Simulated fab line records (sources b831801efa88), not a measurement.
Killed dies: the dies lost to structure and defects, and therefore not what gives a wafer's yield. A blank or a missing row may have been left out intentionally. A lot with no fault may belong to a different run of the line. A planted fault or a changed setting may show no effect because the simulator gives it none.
The tool behind it: which one? / flow gf180mcu / 14 lots, 42 wafers sampled, at 3 steps of a route of 602

WHAT EACH GAUGE READ, for each wafer
GF_V2_THK_MEAS_01. Usual: V2_CVD_00_THK typically reads 601 nm, with standard deviation 6.3.
lot=L550; measured=day 19 08:56; on=filmMetro-01; V2_CVD_00_THK (nm)=592 601 594; flag=
lot=L552; measured=day 20 03:38; on=filmMetro-03; V2_CVD_00_THK (nm)=602 607 602; flag=
lot=L553; measured=day 20 15:25; on=filmMetro-03; V2_CVD_00_THK (nm)=616 615 617; flag=
lot=L554; measured=day 21 08:43; on=filmMetro-03; V2_CVD_00_THK (nm)=600 600 597; flag=
lot=L555; measured=day 21 15:40; on=filmMetro-03; V2_CVD_00_THK (nm)=606 605 604; flag=
lot=L557; measured=day 22 07:43; on=filmMetro-03; V2_CVD_00_THK (nm)=599 595 605; flag=
lot=L558; measured=day 22 15:19; on=filmMetro-01; V2_CVD_00_THK (nm)=589 594 600; flag=
lot=L559; measured=day 23 03:47; on=filmMetro-04; V2_CVD_00_THK (nm)=608 605 598; flag=
lot=L560; measured=day 23 20:15; on=filmMetro-03; V2_CVD_00_THK (nm)=591 600 598; flag=
lot=L562; measured=day 24 11:54; on=filmMetro-04; V2_CVD_00_THK (nm)=591 596 601; flag=
lot=L566; measured=day 25 15:14; on=filmMetro-03; V2_CVD_00_THK (nm)=594 615 602; flag=
lot=L568; measured=day 25 21:34; on=filmMetro-01; V2_CVD_00_THK (nm)=601 599 590; flag=
lot=L569; measured=day 26 04:56; on=filmMetro-03; V2_CVD_00_THK (nm)=606 594 597; flag=
lot=L570; measured=day 26 09:15; on=filmMetro-04; V2_CVD_00_THK (nm)=600 600 595; flag=

GF_V2_BOW_MEAS_05. Usual: V2_BOW typically reads 98 um, with standard deviation 9.7.
lot=L550; measured=day 19 09:26; on=filmMetro-01; V2_BOW (um)=87 95 85; flag=
lot=L552; measured=day 20 04:09; on=filmMetro-03; V2_BOW (um)=92 101 99; flag=
lot=L553; measured=day 20 15:55; on=filmMetro-01; V2_BOW (um)=97 95 116; flag=
lot=L554; measured=day 21 09:13; on=filmMetro-03; V2_BOW (um)=105 89 104; flag=
lot=L555; measured=day 21 16:11; on=filmMetro-04; V2_BOW (um)=104 112 105; flag=
lot=L557; measured=day 22 08:14; on=filmMetro-04; V2_BOW (um)=92 95 99; flag=
lot=L558; measured=day 22 15:50; on=filmMetro-03; V2_BOW (um)=106 82 100; flag=
lot=L559; measured=day 23 04:16; on=filmMetro-03; V2_BOW (um)=88 99 97; flag=
lot=L560; measured=day 23 20:44; on=filmMetro-04; V2_BOW (um)=109 107 119; flag=
lot=L562; measured=day 24 12:27; on=filmMetro-01; V2_BOW (um)=77 88 84; flag=
lot=L566; measured=day 25 15:45; on=filmMetro-01; V2_BOW (um)=117 109 104; flag=
lot=L568; measured=day 25 22:04; on=filmMetro-01; V2_BOW (um)=89 98 90; flag=
lot=L569; measured=day 26 05:25; on=filmMetro-01; V2_BOW (um)=98 103 95; flag=
lot=L570; measured=day 26 09:45; on=filmMetro-03; V2_BOW (um)=107 117 107; flag=

GF_M3_THK_MEAS_06: measures by xrf. Usual: M3_ALCU_THK typically reads 452 nm, with standard deviation 4.6.
lot=L550; measured=day 20 11:13; on=filmMetro-04; M3_ALCU_THK (nm)=459 457 456; flag=
lot=L552; measured=day 21 06:08; on=filmMetro-02; M3_ALCU_THK (nm)=446 442 442; flag=
lot=L553; measured=day 21 17:34; on=filmMetro-01; M3_ALCU_THK (nm)=452 455 458; flag=
lot=L554; measured=day 22 10:28; on=filmMetro-02; M3_ALCU_THK (nm)=445 448 446; flag=
lot=L555; measured=day 22 17:16; on=filmMetro-01; M3_ALCU_THK (nm)=451 451 452; flag=
lot=L557; measured=day 23 09:03; on=filmMetro-04; M3_ALCU_THK (nm)=449 443 451; flag=
lot=L558; measured=day 23 16:14; on=filmMetro-02; M3_ALCU_THK (nm)=454 457 456; flag=
lot=L559; measured=day 24 04:57; on=filmMetro-01; M3_ALCU_THK (nm)=457 451 452; flag=
lot=L560; measured=day 24 20:31; on=filmMetro-04; M3_ALCU_THK (nm)=447 450 457; flag=
lot=L562; measured=day 25 12:15; on=filmMetro-01; M3_ALCU_THK (nm)=443 450 451; flag=
lot=L566; measured=day 26 14:34; on=filmMetro-02; M3_ALCU_THK (nm)=456 453 447; flag=
lot=L568; measured=day 26 21:32; on=filmMetro-02; M3_ALCU_THK (nm)=452 448 443; flag=
lot=L569; measured=day 27 04:06; on=filmMetro-01; M3_ALCU_THK (nm)=463 457 456; flag=
lot=L570; measured=day 27 08:48; on=filmMetro-01; M3_ALCU_THK (nm)=448 451 451; flag=

WHICH TOOL RAN EACH LOT (tool, then ch and the chambers of the sampled wafers, then the start)
Record: no process step prior to these readings.

AS READ BY THE TOOLS THEMSELVES (means over the sampled wafers that have a number; for cases with no such wafer, the mark the record gives instead)
The record holds no such reading with a usual standard deviation.

THE ANSWER, worked out from the rows above alone
Rule: a lot is off if the mean of its wafers that have a number lies more than 3 standard deviations from the usual mean. A lot without any number at a reading at which 4 lots or more have one is off too. Any other lot the step has rows for is counted as sound. Order of review: gauges by route order, followed by the tools' own readings, for which a lot's mean as printed above is used. At the first step where some lot is off, the reading lying furthest off is the one used; lots without a number count as furthest.
No lot is off on any of the readings shown, so nothing can be concluded from this.

WHAT WAS PUT IN BY THE SIMULATOR
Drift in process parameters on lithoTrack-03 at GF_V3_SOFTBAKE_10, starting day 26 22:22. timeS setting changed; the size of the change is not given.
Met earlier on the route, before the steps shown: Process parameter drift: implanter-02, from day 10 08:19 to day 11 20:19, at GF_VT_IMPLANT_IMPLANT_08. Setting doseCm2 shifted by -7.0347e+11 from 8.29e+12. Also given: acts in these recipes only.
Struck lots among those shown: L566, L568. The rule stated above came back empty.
